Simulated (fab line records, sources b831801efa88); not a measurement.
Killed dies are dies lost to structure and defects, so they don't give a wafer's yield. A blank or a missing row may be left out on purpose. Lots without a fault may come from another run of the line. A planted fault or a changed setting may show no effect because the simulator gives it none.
A struck lot beside a sound one | flow sky130 | 16 steps out of a route of 708
Sound: wafers L745.1, L745.2, L745.5. Struck: wafer L754.6. (L754.1, L754.5 of the same lot were not struck and are left out.) The cause comes at the end.
At each step with rows: each side's tool, then ch and its chambers, then its first start. Under that, the readings that differ: sound wafers | struck wafers | difference of the means | sigmas: that difference in standard deviations of wafers without a fault.
alike: readings whose means differ by less than 2 such deviations, and words and numbers that are the same on both sides. not compared: withheld readings, readings that some wafer has no value for, bounds like >300 that may hide the same value, and numbers for which the record gives no deviation and whose values overlap.
The two part at a step that has a row with sigmas, a row that says differs or no value, or rows on one side only. Numbers that don't overlap but have no deviation are shown without sigmas and don't part them. A reading that every wafer of one side lacks parts them only if that side has two wafers or more.

SKY_LI_CONTACT_BOW_MEAS_03:
  sound on film_metro-04, day 30 09:43; struck on film_metro-02, day 33 12:08
  alike: LI_CONTACT_BOW
then, 8 steps without rows for these wafers: SKY_LI_CONTACT_DEHYDRATE_04 (time 60 s); SKY_LI_CONTACT_HMDS_05 (prime time 60 s); SKY_LI_CONTACT_COAT_06 (resist thk 60 nm); SKY_LI_CONTACT_COAT_07 (resist thk 450 nm); SKY_LI_CONTACT_SOFTBAKE_08 (time 90 s); SKY_LI_CONTACT_EXPOSE_09 (exposes mask LICM1, target cd 170 nm); SKY_LI_CONTACT_PEB_10; SKY_LI_CONTACT_DEVELOP_11 (develop time 60 s).
SKY_LI_CONTACT_CD_MEAS_12: target cd 170 nm.
  sound on cd_sem-01, day 31 12:49; struck on cd_sem-02, day 34 13:38
  alike: cd_nm
SKY_LI_CONTACT_OVL_MEAS_13:
  sound on overlay-01, day 31 12:56; struck on overlay-01, day 34 13:46
  alike: LI_CONTACT_OVL
SKY_LI_CONTACT_ETCH_14: etches BARC in N2/H2, stops on SiO2, time 45.9 s, target depth 60 nm.
  sound on rie_diel-01 ch 1,2,3, day 31 12:59; struck on rie_diel-03 ch 0, day 34 13:47
  alike: drypump_motor_current_A, oes_product_au, throttle_valve_pct
  not compared: rf_hours_counter_h
SKY_LI_CONTACT_ETCH_15: etches PSG in C4F8/O2/Ar, stops on Si, target depth 600 nm.
  sound on rie_diel-01 ch 1,2,3, day 31 13:01; struck on rie_diel-03 ch 0, day 34 13:50
  reading                                           | sound           | struck | difference | sigmas
  model.KrF-thick_of_LI_CONTACT_COAT_07.thk_nm (nm) | 228.2 228.4 225 | 269.2  | +42.0      |
  alike: oes_product_au
SKY_LI_CONTACT_STRIP_16: strips in O2/N2.
  sound on plasma_asher-03 ch 0,1, day 31 13:06; struck on plasma_asher-01 ch 1, day 34 13:55
  reading                      | sound             | struck | difference | sigmas
  oes_product_au (a.u.)        | 0.379 0.377 0.379 | 0.391  | +0.013     | +3
  strip_time_to_endpoint_s (s) | 3.45 3.48 3.43    | 3.90   | +0.45      | +11
  alike: drypump_motor_current_A
  not compared: rf_hours_counter_h
then, 1 step without rows for these wafers: SKY_LI_CONTACT_CLEAN_17 (cleans in NMP, time 600 s).
-- the record jumps here: 15 days lie between the struck wafers' starts before and after (it left off in module LI_CONTACT and takes up again in module PAD_OPEN, whose first step shown is number 708 of the route) --
SKY_PAD_OPEN_PROBE_99:
  sound on prober-02, day 47 11:36; struck on prober-01, day 49 13:28
  reading                                 | sound             | struck | difference | sigmas
  killed_at_contacts                      | 18 29 17          | 42     | +21        | +4
  killed_dies                             | 76 95 76          | 104    | +22        | +2
  model.etest.pfet_01v8.r_on_ohm_um       | 2857 2903 2898    | 3089   | +203       |
  model.etest.licon_pdiff.rc_ohm          | 548.4 589.1 590.4 | 721.9  | +145.9     |
  model.etest.nfet_g5v0d10v5.r_on_ohm_um  | 1890 1902 1882    | 1951   | +60        |
  model.etest.nfet_01v8.r_on_ohm_um       | 819.4 849.6 863.7 | 890.9  | +46.7      |
  model.etest.licon_ndiff.rc_ohm          | 178.3 179.9 179.3 | 254.4  | +75.2      |
  model.etest.sonos_uncharged.r_on_ohm_um | 807.5 813.7 814.8 | 864.1  | +52.1      |
  model.etest.licon_high_po.rc_ohm        | 339.3 341.6 345.5 | 384.4  | +42.3      |
  alike: killed_at_M0_to_M3, killed_at_M4_up, killed_at_front_end, killed_at_other, killed_open, killed_short
  not compared: model.etest.pfet_g5v0d10v5.r_on_ohm_um

WHERE THEY PART
First at SKY_LI_CONTACT_STRIP_16; last, within this record, at SKY_PAD_OPEN_PROBE_99.

WHY: what the simulator had put in
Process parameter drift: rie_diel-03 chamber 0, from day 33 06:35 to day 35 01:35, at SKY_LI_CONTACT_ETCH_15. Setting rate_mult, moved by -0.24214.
